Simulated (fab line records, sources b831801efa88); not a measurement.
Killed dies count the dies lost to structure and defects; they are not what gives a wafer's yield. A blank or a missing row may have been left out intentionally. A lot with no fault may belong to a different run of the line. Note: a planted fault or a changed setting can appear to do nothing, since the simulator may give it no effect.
Chamber matching :: flow sfq_line :: 4 sister chambers for SFQ_TRILAYER_I2_CMP_CMP_064 on cmp-02
The step polishes SiO2. 14 wafers are shown with their chamber, then 7 later ones without.

WAFERS, EACH WITH ITS CHAMBER
wafer: L139.1
chamber: 2
motor_current_A (A): 8.4
time_to_endpoint_s (s): 199

wafer: L139.4
chamber: 0
motor_current_A (A): 9.6
time_to_endpoint_s (s): 217

wafer: L139.5
chamber: 1
motor_current_A (A): 9.9
time_to_endpoint_s (s): 207

wafer: L142.2
chamber: 1
motor_current_A (A): 9.8
time_to_endpoint_s (s): 201

wafer: L142.4
chamber: 2
motor_current_A (A): 8.3
time_to_endpoint_s (s): 204

wafer: L142.5
chamber: 0
motor_current_A (A): 10.2
time_to_endpoint_s (s): 222

wafer: L146.1
chamber: 0
motor_current_A (A): 9.4
time_to_endpoint_s (s): 201

wafer: L146.5
chamber: 0
motor_current_A (A): 10.0
time_to_endpoint_s (s): 210

wafer: L146.6
chamber: 1
motor_current_A (A): 9.7
time_to_endpoint_s (s): 203

wafer: L147.2
chamber: 3
motor_current_A (A): 11.4
time_to_endpoint_s (s): 210

wafer: L147.1
chamber: 2
motor_current_A (A): 8.5
time_to_endpoint_s (s): 197

wafer: L147.5
chamber: 0
motor_current_A (A): 9.9
time_to_endpoint_s (s): 210

wafer: L150.2
chamber: 1
motor_current_A (A): 9.8
time_to_endpoint_s (s): 205

wafer: L150.3
chamber: 0
motor_current_A (A): 9.2
time_to_endpoint_s (s): 218

SIGNATURES (means of the wafers above)
reading: motor_current_A
chamber 0: 9.717
chamber 1: 9.800
chamber 2: 8.400
chamber 3: 11.400
scatter within a chamber: 0.277

reading: time_to_endpoint_s
chamber 0: 213.00
chamber 1: 204.00
chamber 2: 200.00
chamber 3: 210.00
scatter within a chamber: 5.74
Rule: a wafer lies at a distance from a chamber equal to the root of the sum of squares, over the readings, of (its reading less the chamber's mean, divided by the reading's scatter). The wafer belongs to the nearest chamber; if the next one is less than 2 further off, it can't be placed. The scatter: the root of (the sum of the squares of (reading less its chamber's mean) over the shown wafers, divided by (wafers less chambers)).

WAFERS WITH NO CHAMBER GIVEN
wafer: L150.5
motor_current_A (A): 9.9
time_to_endpoint_s (s): 224

wafer: L153.3
motor_current_A (A): 11.3
time_to_endpoint_s (s): 199

wafer: L153.2
motor_current_A (A): 9.4
time_to_endpoint_s (s): 211

wafer: L153.4
motor_current_A (A): 8.2
time_to_endpoint_s (s): 204

wafer: L159.1
motor_current_A (A): 11.6
time_to_endpoint_s (s): 200

wafer: L159.5
motor_current_A (A): 9.8
time_to_endpoint_s (s): 217

wafer: L159.6
motor_current_A (A): 11.2
time_to_endpoint_s (s): 217

THE CHAMBER EACH PASSED THROUGH
wafer: L150.5
from the rows above: can't be placed: 0 or 1
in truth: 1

wafer: L153.3
from the rows above: 3
in truth: 3

wafer: L153.2
from the rows above: can't be placed: 0 or 1
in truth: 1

wafer: L153.4
from the rows above: 2
in truth: 2

wafer: L159.1
from the rows above: 3
in truth: 3

wafer: L159.5
from the rows above: can't be placed: 0 or 1
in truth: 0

wafer: L159.6
from the rows above: 3
in truth: 3
Correctly placed: 4 of 7. From these rows, 3 cannot be placed; in 3 the true chamber is one of the candidates. Number placed wrongly: 0.
